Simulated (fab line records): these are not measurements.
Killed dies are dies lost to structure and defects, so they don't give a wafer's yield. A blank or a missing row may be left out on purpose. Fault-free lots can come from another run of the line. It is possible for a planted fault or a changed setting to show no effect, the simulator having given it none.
Which tool was responsible? | flow gf180mcu | 6 lots, 18 wafers sampled, at 4 steps of a route of 602

WHAT THE GAUGES SHOWED, per wafer
GF_HV_LDD_OVL_MEAS_32.
lot  | measured     | on         | HV_LDD_02_OVL (nm)
L978 | day 12 05:41 | overlay-02 | -1.4 -1.4 0.0
L982 | day 13 13:32 | overlay-02 | 0.4 -0.5 -0.5
L989 | day 15 21:59 | overlay-02 | -1.7 0.3 0.2
L999 | day 19 05:08 | overlay-02 | -3.1 -1.8 -0.4

TOOL THAT RAN EACH LOT (tool first, then ch and the chambers of the sampled wafers, then the start)
lot  | GF_MVPSD_STRIP_10                    | GF_POLY_GATE_ETCH_13             | GF_POLY_GATE_STRIP_14
L978 | plasma asher-04 ch 0, day 5 17:03    | rie si-01 ch 0,2, day 9 19:16    | plasma asher-03 ch 1, day 9 19:19
L982 | plasma asher-02 ch 0,1, day 6 13:35  | rie si-02 ch 1,2, day 11 01:34   | plasma asher-02 ch 0,1, day 11 01:39
L989 | plasma asher-01 ch 0,1, day 8 06:45  | rie si-01 ch 0,3, day 13 04:34   | plasma asher-02 ch 0,1, day 13 04:37
L991 | plasma asher-01 ch 0,1, day 8 17:14  | rie si-02 ch 1,2, day 13 18:16   | plasma asher-02 ch 0,1, day 13 18:21
L993 | plasma asher-01 ch 0,1, day 9 04:50  | rie si-02 ch 0,2,3, day 14 02:31 | plasma asher-01 ch 0,1, day 14 02:36
L999 | plasma asher-01 ch 0,1, day 10 22:29 | rie si-01 ch 0,2, day 16 04:04   | plasma asher-01 ch 0,1, day 16 04:07
- GF_MVPSD_STRIP_10: strips in O2/N2.
- GF_POLY_GATE_ETCH_13: etches poly-Si in HBr/Cl2, stops on SiO2, target depth 198.5 nm, time 72.55 s.
- GF_POLY_GATE_STRIP_14: strips in O2/N2.

THE ANSWER, worked out from the rows above alone
Rule: the lots themselves supply what counts as usual. The widest of any qualifying gaps counts: lots, ordered by their means at a reading, are off when they make up no more than a third of the lots, leave a main group of 4 or more, and stand apart from it by 3 or more times the standard deviation of that group's means. A main group is skipped when, at the precision printed for the reading in the tables above, its means are all equal. A lot without any number at a reading at which 4 lots or more have one is off too. Any other lot the step has rows for is counted as sound.
None of the lots is off at any reading shown; this tells nothing.

WHAT HAD BEEN PUT IN BY THE SIMULATOR
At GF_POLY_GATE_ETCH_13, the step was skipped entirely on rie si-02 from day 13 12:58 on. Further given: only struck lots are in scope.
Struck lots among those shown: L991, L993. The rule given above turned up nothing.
